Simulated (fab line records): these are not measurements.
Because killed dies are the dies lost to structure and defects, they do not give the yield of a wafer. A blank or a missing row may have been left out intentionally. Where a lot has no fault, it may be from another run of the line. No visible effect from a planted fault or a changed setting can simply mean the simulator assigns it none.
Chamber matching | flow sky130 | SKY_POLY_CUT_ETCH_11 on rieDiel-04 has 4 sister chambers
The step etches Si3N4 in CF4/CH2F2/Ar, stops on poly-Si, time 42.5 s, target depth 60 nm. 4 wafers are shown with their chamber, then 8 later ones without.

WAFERS, EACH WITH ITS CHAMBER
wafer  | chamber | drypumpMotorCurrentA (A)
L622.5 | 3       | 6.1
L634.1 | 0       | 5.3
L634.2 | 2       | 5.5
L635.4 | 1       | 5.8

WAFERS WHOSE CHAMBER IS MISSING
wafer  | drypumpMotorCurrentA (A)
L635.5 | 5.8
L635.6 | 5.5
L637.4 | 5.5
L637.5 | 6.2
L637.6 | 5.3
L638.1 | 5.3
L638.3 | 5.8
L638.4 | 6.2

THE CHAMBER EACH PASSED THROUGH
wafer  | from the rows above | in truth
L635.5 | 1                   | 1
L635.6 | 2                   | 2
L637.4 | 2                   | 2
L637.5 | 3                   | 3
L637.6 | 0                   | 0
L638.1 | 0                   | 0
L638.3 | 1                   | 1
L638.4 | 3                   | 3
Placed correctly: 8 of 8. Not placeable from these rows: 0. Wrongly placed: 0.
How it was worked out, from the rows above alone: a wafer's distance from a chamber is the root of the sum, over the readings, of the square of ((its reading less the chamber's mean) divided by the reading's scatter). The wafer belongs to the nearest chamber; if the next one is less than 2 further off, it can't be placed. For every chamber, the mean is computed from those of its wafers that are shown. The scatter (one wafer shown for each chamber): square how far every hidden wafer sits from the nearest shown wafer, average those squares and take the square root.
